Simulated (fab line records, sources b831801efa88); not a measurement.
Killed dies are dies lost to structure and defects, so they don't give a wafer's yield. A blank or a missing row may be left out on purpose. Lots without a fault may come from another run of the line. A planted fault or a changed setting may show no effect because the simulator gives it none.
Which tool did it? | flow sky130 | 12 lots, 36 wafers sampled, at 5 steps of a route of 708

WHAT THE GAUGES READ, wafer by wafer
SKY_VIA1_BOW_MEAS_03. Usual: VIA1_BOW 79 um, standard deviation 6.5.
lot  | measured     | on            | VIA1_BOW (um) | flag
L966 | day 33 00:01 | film_metro-04 | 85 93 89      |
L968 | day 33 10:53 | film_metro-04 | 74 71 75      |
L969 | day 33 14:33 | film_metro-04 | 75 83 77      |
L971 | day 34 18:53 | film_metro-04 | 66 76 83      |
L972 | day 34 23:14 | film_metro-03 | 77 74 74      |
L974 | day 35 20:28 | film_metro-03 | 79 76 71      |
L975 | day 35 21:22 | film_metro-04 | 81 75 72      |
L981 | day 37 11:08 | film_metro-04 | 73 71 85      |
L984 | day 38 16:42 | film_metro-02 | 78 77 75      |
L987 | day 39 11:46 | film_metro-04 | 87 90 77      |
L988 | day 39 13:55 | film_metro-03 | 69 71 73      |
L989 | day 39 20:02 | film_metro-02 | 82 71 72      |

SKY_METAL2_CD_MEAS_15: target cd 140 nm. Usual: cd_nm 139.9 nm, standard deviation 1.7.
lot  | measured     | on        | cd_nm (nm)        | flag
L966 | day 35 05:59 | cd_sem-01 | 140.0 140.8 139.9 |
L968 | day 35 17:55 | cd_sem-02 | 139.1 138.3 136.8 |
L969 | day 35 20:38 | cd_sem-01 | 141.7 143.2 143.3 |
L971 | day 37 00:47 | cd_sem-01 | 140.0 140.0 138.9 |
L972 | day 37 05:07 | cd_sem-01 | 141.1 141.3 141.5 |
L974 | day 38 02:19 | cd_sem-02 | 139.1 139.9 140.3 |
L975 | day 38 03:32 | cd_sem-02 | 139.1 140.2 142.1 |
L981 | day 39 17:02 | cd_sem-01 | 140.4 118.1 115.8 | OFF
L984 | day 40 20:28 | cd_sem-01 | 123.4 141.7 122.6 | OFF
L987 | day 41 14:55 | cd_sem-01 | 138.0 137.7 137.7 |
L988 | day 41 18:06 | cd_sem-02 | 140.2 138.1 140.9 |
L989 | day 42 00:37 | cd_sem-02 | 136.0 136.4 135.3 |

WHICH TOOL RAN EACH LOT (tool, then ch and the chambers of the sampled wafers, then the start)
lot  | SKY_METAL1_METAL_ETCH_19          | SKY_METAL2_SPUTTER_03        | SKY_METAL2_EXPOSE_12
L966 | rie_metal-02 ch 0,1, day 32 22:48 | pvd_sputter-04, day 34 04:10 | krf_scanner-02 ch 0, day 34 17:45
L968 | rie_metal-02 ch 0,1, day 33 09:29 | pvd_sputter-01, day 34 15:14 | krf_scanner-02 ch 0, day 35 04:32
L969 | rie_metal-04 ch 0, day 33 13:22   | pvd_sputter-03, day 34 18:19 | krf_scanner-02 ch 0, day 35 07:34
L971 | rie_metal-04 ch 0,1, day 34 17:40 | pvd_sputter-01, day 35 22:55 | krf_scanner-02 ch 0, day 36 12:07
L972 | rie_metal-04 ch 0,1, day 34 22:04 | pvd_sputter-01, day 36 02:52 | krf_scanner-01 ch 0, day 36 15:50
L974 | rie_metal-01 ch 0,1, day 35 19:18 | pvd_sputter-01, day 37 00:10 | krf_scanner-01 ch 0, day 37 13:00
L975 | rie_metal-04 ch 0,1, day 35 20:13 | pvd_sputter-01, day 37 01:04 | krf_scanner-01 ch 0, day 37 13:59
L981 | rie_metal-02 ch 0, day 37 09:55   | pvd_sputter-03, day 38 15:02 | krf_scanner-01 ch 0, day 39 04:41
L984 | rie_metal-02 ch 0,1, day 38 15:27 | pvd_sputter-03, day 39 18:57 | krf_scanner-01 ch 0, day 40 08:16
L987 | rie_metal-01 ch 0,1, day 39 10:30 | pvd_sputter-01, day 40 14:31 | krf_scanner-02 ch 0, day 41 02:26
L988 | rie_metal-04 ch 0,1, day 39 12:13 | pvd_sputter-04, day 40 16:53 | krf_scanner-02 ch 0, day 41 05:26
L989 | rie_metal-02 ch 0,1, day 39 18:49 | pvd_sputter-01, day 40 23:25 | krf_scanner-02 ch 0, day 41 12:31
- SKY_METAL1_METAL_ETCH_19: etches the open film in Cl2/BCl3, stops on SiO2, target depth 360 nm, time 78 s.
- SKY_METAL2_SPUTTER_03: material Ti, target thk 5 nm, time 3.3 s.
- SKY_METAL2_EXPOSE_12: exposes mask MM2, target cd 140 nm.

WHAT THE TOOLS THEMSELVES READ (means of the sampled wafers that have a number; where no wafer has one, the mark that the record gives instead)
SKY_METAL1_METAL_ETCH_19. Usual: drypump_motor_current_A 5.6 A, standard deviation 0.33; oes_product_au 0.854 a.u., standard deviation 0.0055; throttle_valve_pct 22.266 %, standard deviation 0.0092.
lot  | tool         | drypump_motor_current_A (A) | oes_product_au (a.u.) | throttle_valve_pct (%) | flag
L966 | rie_metal-02 | 5.8                         | 0.857                 | 22.272                 |
L968 | rie_metal-02 | 5.8                         | 0.850                 | 22.269                 |
L969 | rie_metal-04 | 5.6                         | 0.852                 | 22.259                 |
L971 | rie_metal-04 | 5.4                         | 0.852                 | 22.272                 |
L972 | rie_metal-04 | 5.2                         | 0.855                 | 22.271                 |
L974 | rie_metal-01 | 5.6                         | 0.852                 | 22.264                 |
L975 | rie_metal-04 | 5.4                         | 0.854                 | 22.266                 |
L981 | rie_metal-02 | 5.9                         | 0.847                 | 22.260                 |
L984 | rie_metal-02 | 5.9                         | 0.857                 | 22.256                 |
L987 | rie_metal-01 | 5.6                         | 0.856                 | 22.265                 |
L988 | rie_metal-04 | 5.4                         | 0.855                 | 22.272                 |
L989 | rie_metal-02 | 5.8                         | 0.853                 | 22.268                 |

SKY_METAL2_SPUTTER_03. Usual: throttle_valve_pct 30.0 %, standard deviation 1.
lot  | tool           | throttle_valve_pct (%) | flag
L966 | pvd_sputter-04 | 31.4                   |
L968 | pvd_sputter-01 | 29.8                   |
L969 | pvd_sputter-03 | 30.5                   |
L971 | pvd_sputter-01 | 29.8                   |
L972 | pvd_sputter-01 | 29.7                   |
L974 | pvd_sputter-01 | 29.3                   |
L975 | pvd_sputter-01 | 29.8                   |
L981 | pvd_sputter-03 | 30.0                   |
L984 | pvd_sputter-03 | 30.4                   |
L987 | pvd_sputter-01 | 29.3                   |
L988 | pvd_sputter-04 | 31.6                   |
L989 | pvd_sputter-01 | 30.6                   |

THE ANSWER, worked out from the rows above alone
Rule: a lot is off if the mean of its wafers that have a number lies more than 3 standard deviations from the usual mean. A lot without any number at a reading at which 4 lots or more have one is off too. The other lots that the step has rows for count as sound. The gauges are gone through in route order, then the tools' own readings, and for those a lot's mean is taken as printed above. The first step at which some lot is off is used, and at that step the reading that is off furthest; a lot without a number counts as furthest.
Off: L981, L984, at SKY_METAL2_CD_MEAS_15 (cd_nm).
A tool fits if, at a process step before that reading, it ran every lot that is off, and no sound lot after the first of them. The gauges at SKY_METAL2_CD_MEAS_15 are tried like those tools. Can't be told from this: 2 tools fit, pvd_sputter-03 at SKY_METAL2_SPUTTER_03, krf_scanner-01 at SKY_METAL2_EXPOSE_12.

WHAT THE SIMULATOR HAD PUT IN
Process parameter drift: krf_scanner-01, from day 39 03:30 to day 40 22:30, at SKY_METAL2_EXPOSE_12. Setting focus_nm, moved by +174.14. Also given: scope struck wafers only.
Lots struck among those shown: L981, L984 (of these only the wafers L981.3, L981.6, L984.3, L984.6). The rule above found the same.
